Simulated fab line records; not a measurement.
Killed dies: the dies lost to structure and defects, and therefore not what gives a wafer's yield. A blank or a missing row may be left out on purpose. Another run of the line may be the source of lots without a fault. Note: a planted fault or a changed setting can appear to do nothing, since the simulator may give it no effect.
Which tool is to blame? :: flow sky130 :: 7 lots, 19 wafers sampled, at 1 step of a route of 708

WHAT EACH GAUGE READ, for each wafer
SKY_NWELL_OVL_MEAS_23.
lot: L756
measured: day 5 13:18
on: overlay-01
NWELL_01_OVL (nm): 1.2 2.3 3.2

lot: L758
measured: day 6 06:52
on: overlay-01
NWELL_01_OVL (nm): 2.2 2.2

lot: L762
measured: day 6 23:36
on: overlay-02
NWELL_01_OVL (nm): -0.9 -2.1

lot: L769
measured: day 8 22:09
on: overlay-02
NWELL_01_OVL (nm): -0.1 1.0 0.7

lot: L773
measured: day 10 01:07
on: overlay-02
NWELL_01_OVL (nm): 2.0 2.7 1.6

lot: L775
measured: day 10 13:50
on: overlay-02
NWELL_01_OVL (nm): 0.1 1.7 0.1

lot: L777
measured: day 10 20:32
on: overlay-01
NWELL_01_OVL (nm): 1.3 -0.8 0.3

WHAT TOOL EACH LOT RAN ON (gives the tool, then ch and the chambers of the sampled wafers, and finally the start)
The record holds no process step before these readings.

THE ANSWER, worked out from the rows above alone
Rule: the lots themselves supply what counts as usual. The widest of any qualifying gaps counts: lots, ordered by their means at a reading, are off when they make up no more than a third of the lots, leave a main group of 4 or more, and stand apart from it by 3 or more times the standard deviation of that group's means. The tables above print the reading to a certain number of digits; a main group whose means all agree to those digits is not used. Also off: a lot with no number at a reading for which 4 or more lots have one. Any other lot the step has rows for is counted as sound.
Across all readings shown, no lot is off: no conclusion can be drawn from this.

WHAT THE SIMULATOR HAD INSERTED
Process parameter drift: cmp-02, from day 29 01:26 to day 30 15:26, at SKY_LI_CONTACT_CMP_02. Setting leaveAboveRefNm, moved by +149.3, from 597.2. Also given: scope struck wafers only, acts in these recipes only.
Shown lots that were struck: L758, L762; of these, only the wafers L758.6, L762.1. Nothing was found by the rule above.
